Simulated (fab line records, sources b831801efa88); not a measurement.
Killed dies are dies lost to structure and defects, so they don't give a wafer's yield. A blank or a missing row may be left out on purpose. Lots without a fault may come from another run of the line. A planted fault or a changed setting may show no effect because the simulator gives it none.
fab line records | flow sky130 | part 2 of 2: steps 31 to 44 of 44
record lots=5 wafers=15 last_day=48
route steps=708 shown FIELD_ISO@4 NWELL@32 DNWELL@35 PWDE@45
lots that met no fault: from a run of the same line without faults
start_h: hours from the record's first day to the start of the lot's first wafer shown | wait_h: hours since the lot's step before | " the same as in the row above | L1.1+2: a row that stands for several wafers | - no value, or no start given | * or withheld: withheld | < > ~ a bound
route shown NAME@n: a module of which the file shows steps, and the number in the route of the first | usual: mean/standard deviation of fault-free wafers | same: alike in all rows | chamber/n: place in a boat | sites: the reading at each site | _std_site: their standard deviation | _edge_site: outer sites' mean less inner sites' | radius_mm: how far each site lies from the wafer's centre | mask NAME#n: copy n | behind: the tool/chamber that last shaped the wafer | hold: why the lot was held/for how many hours/how that ended | device: the transistor (n, p or np) that didn't switch | end of line: the same wafers' tests at the end of the route | a step without rows: its recipe alone | killed: dies lost to structure and defects at the first sort, not the wafer's yield | map: a wafer's dies, x killed, . not, _ none there
set.NAME: the setting as run; set.NAME@STEP: as run at that earlier step | model.NAME: the simulator's own value behind a step, which no gauge read
lots at some steps of the route; a table a step, a row a wafer
services: from which hour (start_h, from the record's first day; less than 0 if before it) a tool's chamber was out of use, for how many hours, and why
## steps
# step SKY_NWELL_THK_MEAS_02
# recipe reads=SiO2_of_NWELL_OXIDATION_01
# usual NWELL_OXIDATION_THK=10.03/0.2
# columns lot.wafer tool chamber start_h wait_h NWELL_OXIDATION_THK[nm]
L078.1 film_metro-04 - 56.25 0.0 10.18
L078.3 " - " " 10.11
L078.6 " - " " 10.18
L083.2 film_metro-04 - 83.88 0.0 9.69
L083.3 " - " " 9.67
L083.4 " - " " 9.66
L085.2 film_metro-02 - 92.88 0.0 10.26
L085.5 " - " " 10.31
L085.6 " - " " 10.35
L086.1 film_metro-02 - 99.18 0.1 10.15
L086.4 " - " " 10.03
L086.6 " - " " 10.15
L088.1 film_metro-03 - 108.68 0.0 9.94
L088.3 " - " " 10.12
L088.6 " - " " 9.96
# step SKY_DNWELL_DEHYDRATE_00
# recipe temp_c=200 time_s=60
# columns lot.wafer tool chamber start_h wait_h
L078.1+3+6 litho_track-04 0 63.95 7.7
L083.2+3+4 litho_track-02 0 91.76 7.9
L085.2+5+6 litho_track-04 0 101.52 8.6
L086.1+4+6 litho_track-02 0 106.94 7.7
L088.1+3+6 litho_track-03 0 117.87 9.2
# step SKY_DNWELL_HMDS_01
# recipe prime_time_s=60 prime_temp_c=120
# columns lot.wafer tool chamber start_h wait_h
L078.1+3+6 litho_track-04 0 64.10 0.1
L083.2+3+4 litho_track-02 0 91.91 0.1
L085.2+5+6 litho_track-04 0 101.67 0.1
L086.1+4+6 litho_track-02 0 107.09 0.1
L088.1+3+6 litho_track-03 0 118.02 0.1
# step SKY_DNWELL_COAT_02
# recipe spin_rpm=2000 resist_thk_nm=3000
# usual dispense_pressure_kPa=48.0/1.6
# columns lot.wafer tool chamber start_h wait_h dispense_pressure_kPa
L078.1 litho_track-04 0 64.25 0.1 50.4
L078.3 " 0 " " 50.4
L078.6 " 0 " " 50.4
L083.2 litho_track-02 0 92.06 0.1 47.4
L083.3 " 0 " " 47.4
L083.4 " 0 " " 47.4
L085.2 litho_track-04 0 101.82 0.1 50.4
L085.5 " 0 " " 50.4
L085.6 " 0 " " 50.4
L086.1 litho_track-02 0 107.24 0.1 47.5
L086.4 " 0 " " 47.4
L086.6 " 0 " " 47.4
L088.1 litho_track-03 0 118.17 0.1 46.4
L088.3 " 0 " " 46.4
L088.6 " 0 " " 46.4
# step SKY_DNWELL_SOFTBAKE_03
# recipe temp_c=110 time_s=withheld
# columns lot.wafer tool chamber start_h wait_h
L078.1+3+6 litho_track-04 0 64.40 0.1
L083.2+3+4 litho_track-02 0 92.22 0.1
L085.2+5+6 litho_track-04 0 101.98 0.1
L086.1+4+6 litho_track-02 0 107.39 0.1
L088.1+3+6 litho_track-03 0 118.32 0.1
# step SKY_DNWELL_EXPOSE_04
# recipe mask_id=DNM na=0.57 target_cd_nm=3000 dose_mj=222
# usual exposure_dose_mJ_cm2=221.98/0.22
# columns lot.wafer tool chamber start_h wait_h mask exposure_dose_mJ_cm2
L078.1 iline_stepper-02 0 - - DNM#0 221.93
L078.3 " 0 " " DNM#0 222.35
L078.6 " 0 " " DNM#0 222.29
L083.2 iline_stepper-02 0 - - DNM#0 221.71
L083.3 " 0 " " DNM#0 221.56
L083.4 " 0 " " DNM#0 221.50
L085.2 iline_stepper-01 0 - - DNM#0 222.21
L085.5 " 0 " " DNM#0 221.89
L085.6 " 0 " " DNM#0 222.29
L086.1 iline_stepper-01 0 - - DNM#0 221.77
L086.4 " 0 " " DNM#0 221.64
L086.6 " 0 " " DNM#0 221.95
L088.1 iline_stepper-01 0 - - DNM#0 222.21
L088.3 " 0 " " DNM#0 221.99
L088.6 " 0 " " DNM#0 221.83
# step SKY_DNWELL_PEB_05
# recipe temp_c=115 time_s=withheld
# columns lot.wafer tool chamber start_h wait_h
L078.1+3+6 litho_track-02 0 - -
L083.2+3+4 litho_track-04 0 - -
L085.2+5+6 litho_track-02 0 - -
L086.1+4+6 litho_track-03 0 - -
L088.1+3+6 litho_track-03 0 - -
# step SKY_DNWELL_DEVELOP_06
# recipe wall_angle_deg=90 developer=TMAH develop_time_s=60 dev_temp_c=23
# columns lot.wafer tool chamber start_h wait_h
L078.1+3+6 litho_track-02 0 - -
L083.2+3+4 litho_track-04 0 - -
L085.2+5+6 litho_track-02 0 - -
L086.1+4+6 litho_track-03 0 - -
L088.1+3+6 litho_track-03 0 - -
# step SKY_DNWELL_IMPLANT_07
# recipe species=P energy_kev=withheld dose_cm2=withheld tilt_deg=withheld
# columns lot.wafer tool chamber start_h wait_h
L078.1+3+6 implanter-04 0 72.49 -
L083.2+3+4 implanter-03 0 101.52 -
L085.2+5+6 implanter-02 0 110.41 -
L086.1+4+6 implanter-04 0 116.67 -
L088.1+3+6 implanter-04 0 127.12 -
# step SKY_DNWELL_STRIP_08
# recipe chemistry=O2/N2 power_w=1400 pressure_mtorr=1500 platen_temp_c=withheld o2_flow_sccm=3000 n2_flow_sccm=300 overash_fraction=0.5
# usual drypump_motor_current_A=5.8/0.39 oes_product_au=0.722/0.0048 strip_time_to_endpoint_s=36.92/0.086
# columns lot.wafer tool chamber start_h wait_h drypump_motor_current_A oes_product_au rf_hours_counter_h strip_time_to_endpoint_s
L078.1 plasma_asher-02 1 72.64 0.1 6.0 0.717 39 36.91
L078.3 " 1 " " 6.0 0.728 - 36.80
L078.6 " 1 " " 6.0 0.725 - 36.85
L083.2 plasma_asher-01 0 101.65 0.1 6.2 0.720 29 36.85
L083.3 " 0 " " 6.2 0.730 - 36.87
L083.4 " 1 " " 5.6 0.718 - 36.87
L085.2 plasma_asher-04 1 110.54 0.1 4.9 0.721 42 36.95
L085.5 " 1 " " 4.9 0.719 - 36.93
L085.6 " 0 " " 5.8 0.725 - 37.03
L086.1 plasma_asher-01 1 116.82 0.1 5.6 0.727 30 37.01
L086.4 " 1 " " 5.6 0.725 - 36.89
L086.6 " 1 " " 5.6 0.717 - 36.94
L088.1 plasma_asher-02 0 127.27 0.1 5.8 0.726 1 36.96
L088.3 " 0 " " 5.8 0.722 - 36.84
L088.6 " 0 " " 5.8 0.721 - 36.93
# step SKY_DNWELL_TW_MEAS_09
# usual DNWELL_TW=1111/11
# columns lot.wafer tool chamber start_h wait_h DNWELL_TW
L078.1 film_metro-03 - 72.74 0.1 1097
L078.3 " - " " 1102
L078.6 " - " " 1111
L083.2 film_metro-02 - 101.76 0.1 1101
L083.3 " - " " 1110
L083.4 " - " " 1104
L085.2 film_metro-03 - 110.65 0.1 1081
L085.5 " - " " 1080
L085.6 " - " " 1088
L086.1 film_metro-04 - 116.92 0.1 1119
L086.4 " - " " 1117
L086.6 " - " " 1120
L088.1 film_metro-04 - 127.37 0.1 1117
L088.3 " - " " 1123
L088.6 " - " " 1124
# step SKY_PWDE_DEHYDRATE_00
# recipe temp_c=200 time_s=60
# columns lot.wafer tool chamber start_h wait_h
L078.1+3+6 litho_track-03 0 80.47 7.7
L083.2+3+4 litho_track-03 0 109.65 7.9
L085.2+5+6 litho_track-03 0 119.45 8.8
L086.1+4+6 litho_track-04 0 125.50 8.6
L088.1+3+6 litho_track-04 0 136.85 9.5
# step SKY_PWDE_HMDS_01
# recipe prime_time_s=60 prime_temp_c=120
# columns lot.wafer tool chamber start_h wait_h
L078.1+3+6 litho_track-03 0 80.62 0.1
L083.2+3+4 litho_track-03 0 109.80 0.1
L085.2+5+6 litho_track-03 0 119.60 0.1
L086.1+4+6 litho_track-04 0 125.65 0.1
L088.1+3+6 litho_track-04 0 137.00 0.1
# step SKY_PWDE_COAT_02
# recipe spin_rpm=1975 resist_thk_nm=3000
# usual dispense_pressure_kPa=49.1/2.8
# columns lot.wafer tool chamber start_h wait_h dispense_pressure_kPa
L078.1 litho_track-03 0 80.77 0.1 46.4
L078.3 " 0 " " 46.4
L078.6 " 0 " " 46.4
L083.2 litho_track-03 0 109.95 0.1 46.4
L083.3 " 0 " " 46.4
L083.4 " 0 " " 46.4
L085.2 litho_track-03 0 119.75 0.1 46.4
L085.5 " 0 " " 46.4
L085.6 " 0 " " 46.4
L086.1 litho_track-04 0 125.80 0.1 50.4
L086.4 " 0 " " 50.4
L086.6 " 0 " " 50.4
L088.1 litho_track-04 0 137.15 0.1 50.4
L088.3 " 0 " " 50.4
L088.6 " 0 " " 50.4
## services
# columns tool chamber start_h hours kind
implanter-04 - 10.79 1.3 repair
implanter-04 - 16.28 2.8 repair
iline_stepper-01 - 22.36 2.1 pm
krf_scanner-01 - 23.07 2.3 repair
rie_diel-04 3 26.88 7.2 repair
rie_si-02 - 28.45 2.8 pm
krf_scanner-01 - 38.48 0.8 pm
implanter-04 - 44.23 5.3 repair
rie_diel-02 - 45.71 0.5 repair
plasma_asher-02 - 50.92 12.2 repair
krf_scanner-01 - 59.30 4.0 pm
rie_si-02 0 60.34 3.3 repair
plasma_asher-04 - 62.36 23.2 repair
plasma_asher-02 - 63.09 2.8 pm
iline_stepper-01 - 64.11 1.7 pm
cmp-02 - 65.24 4.0 pm
cmp-02 - 79.00 5.2 pm
plasma_asher-02 - 108.75 9.0 pm
rie_diel-02 - 111.88 0.5 repair
furnace-01 - 113.08 3.7 pm
wet_bench-02 - 126.38 1.0 repair
rie_diel-02 - 130.16 4.8 repair
furnace-02 - 132.32 10.0 pm
plasma_asher-02 - 137.03 0.9 repair
